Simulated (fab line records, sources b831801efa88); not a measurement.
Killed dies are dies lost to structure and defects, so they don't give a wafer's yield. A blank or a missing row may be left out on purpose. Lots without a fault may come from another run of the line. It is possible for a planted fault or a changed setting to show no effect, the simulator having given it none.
Chamber matching / flow gf180mcu / 4 sister chambers for GF_V4_CMP_04 on cmp-02
The step polishes SiO2. 8 wafers are shown with their chamber, then 8 later ones without.

WAFERS WITH THEIR CHAMBER
wafer=L081.3; chamber=3; motor_current_A (A)=12.6; time_to_endpoint_s (s)=76
wafer=L081.6; chamber=2; motor_current_A (A)=13.1; time_to_endpoint_s (s)=80
wafer=L084.2; chamber=1; motor_current_A (A)=9.4; time_to_endpoint_s (s)=70
wafer=L084.5; chamber=2; motor_current_A (A)=14.3; time_to_endpoint_s (s)=70
wafer=L088.3; chamber=3; motor_current_A (A)=12.9; time_to_endpoint_s (s)=75
wafer=L088.5; chamber=1; motor_current_A (A)=10.0; time_to_endpoint_s (s)=83
wafer=L088.6; chamber=0; motor_current_A (A)=11.4; time_to_endpoint_s (s)=78
wafer=L089.1; chamber=0; motor_current_A (A)=11.0; time_to_endpoint_s (s)=74

WAFERS WITHOUT THEIR CHAMBER
wafer=L089.2; motor_current_A (A)=13.1; time_to_endpoint_s (s)=76
wafer=L089.6; motor_current_A (A)=9.6; time_to_endpoint_s (s)=78
wafer=L096.1; motor_current_A (A)=9.4; time_to_endpoint_s (s)=77
wafer=L096.2; motor_current_A (A)=13.1; time_to_endpoint_s (s)=75
wafer=L096.6; motor_current_A (A)=10.9; time_to_endpoint_s (s)=80
wafer=L097.2; motor_current_A (A)=9.6; time_to_endpoint_s (s)=88
wafer=L097.5; motor_current_A (A)=10.9; time_to_endpoint_s (s)=89
wafer=L097.6; motor_current_A (A)=9.8; time_to_endpoint_s (s)=81

CHAMBER TAKEN BY EACH
wafer=L089.2; from the rows above=can't be placed: 3 or 2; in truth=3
wafer=L089.6; from the rows above=1; in truth=1
wafer=L096.1; from the rows above=1; in truth=1
wafer=L096.2; from the rows above=can't be placed: 3 or 2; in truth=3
wafer=L096.6; from the rows above=can't be placed: 0 or 1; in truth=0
wafer=L097.2; from the rows above=can't be placed: 1 or 0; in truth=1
wafer=L097.5; from the rows above=can't be placed: 0 or 1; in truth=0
wafer=L097.6; from the rows above=1; in truth=1
Placed correctly: 3 of 8. Unplaceable from these rows: 5, with the true chamber sitting among the candidates in 5. Wrongly placed: 0.
How it was worked out, from the rows above alone: a wafer's distance from a chamber is the root of the sum, over the readings, of the square of ((its reading less the chamber's mean) divided by the reading's scatter). The wafer belongs to the nearest chamber; if the next one is less than 2 further off, it can't be placed. A chamber's mean is the mean of its shown wafers. The scatter: take each reading less its chamber's mean, square it, sum over the shown wafers, divide by the number of wafers less the number of chambers, and take the root.
